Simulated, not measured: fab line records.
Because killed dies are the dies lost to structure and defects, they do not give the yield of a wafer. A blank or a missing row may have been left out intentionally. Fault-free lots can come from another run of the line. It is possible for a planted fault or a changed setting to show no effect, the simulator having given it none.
The same fault as seen by 2 desks | flow sky130 | every desk sees just its own numbers, and what lay behind them comes last

== TOOL OWNER'S DESK, rie_diel-03 ==
The tool's own readings at SKY_CONTACT_ETCH_18 (etches Si3N4 in CHF3/O2, stops on TiN, time 39 s, target depth 75 nm): means of the sampled wafers that have a number, for each lot that ran on this tool. If a lot's mean is further than 4 standard deviations from the usual mean, the lot is out of limits and carries the mark OUT (the distance appears in the brackets).
Columns: A = drypump_motor_current_A at SKY_CONTACT_ETCH_18, usual 5.8 A; B = oes_product_au at SKY_CONTACT_ETCH_18, usual 0.854 a.u.; C = throttle_valve_pct at SKY_CONTACT_ETCH_18, usual 8.793 %
lot  | first seen here | A   | B                | C
L530 | day 32 13:00    | 6.0 | 0.850            | 8.787
L533 | day 33 19:00    | 5.9 | 0.853            | 8.800
L539 | day 35 13:00    | 6.0 | 0.851            | 8.794
L549 | day 38 15:00    | 6.0 | 0.811 (-5.7) OUT | 8.785
This desk finds L549 out of limits, L549 being first, at day 38 15:00 (oes_product_au at SKY_CONTACT_ETCH_18). Within limits: L530, L533, L539.

== FROM THE METROLOGY DESK ==
What the gauges read, lot by lot, whatever tool the lot ran on: means of the sampled wafers that have a number. If a lot's mean is further than 4 standard deviations from the usual mean, the lot is out of limits and carries the mark OUT (the distance appears in the brackets).
Columns: A = CONTACT_CVD_00_THK at SKY_CONTACT_THK_MEAS_01, usual 74.8 nm
lot  | first seen here | A
L530 | day 31 08:29    | 74.1
L531 | day 31 21:53    | 75.0
L532 | day 32 11:10    | 74.2
L533 | day 32 14:41    | 75.2
L534 | day 32 15:40    | 76.0
L535 | day 32 22:20    | 74.3
L537 | day 33 10:05    | 75.6
L536 | day 33 10:47    | 74.2
L538 | day 33 19:09    | 73.1
L539 | day 34 10:29    | 74.6
L540 | day 34 12:35    | 75.2
L541 | day 34 20:46    | 75.4
L549 | day 37 12:11    | 75.7
Result from this desk: across the 13 lots, nothing is out of limits.

== PUT TOGETHER ==
The tool owner's desk could have raised an alarm at day 38 15:00, on L549.
Metrology desk: nothing out of limits seen.
The metrology desk has L549 on record, within its limits.
On rie_diel-03, each named lot ran SKY_CONTACT_ETCH_18.

== WHAT HAD BEEN PUT IN BY THE SIMULATOR ==
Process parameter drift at SKY_CONTACT_ETCH_18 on rie_diel-03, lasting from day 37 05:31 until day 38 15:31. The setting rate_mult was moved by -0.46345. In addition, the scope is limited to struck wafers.
Shown lots that were struck: L549.
Each desk's first reading out of limits, in hours after the fault started: the tool owner's desk, 33.
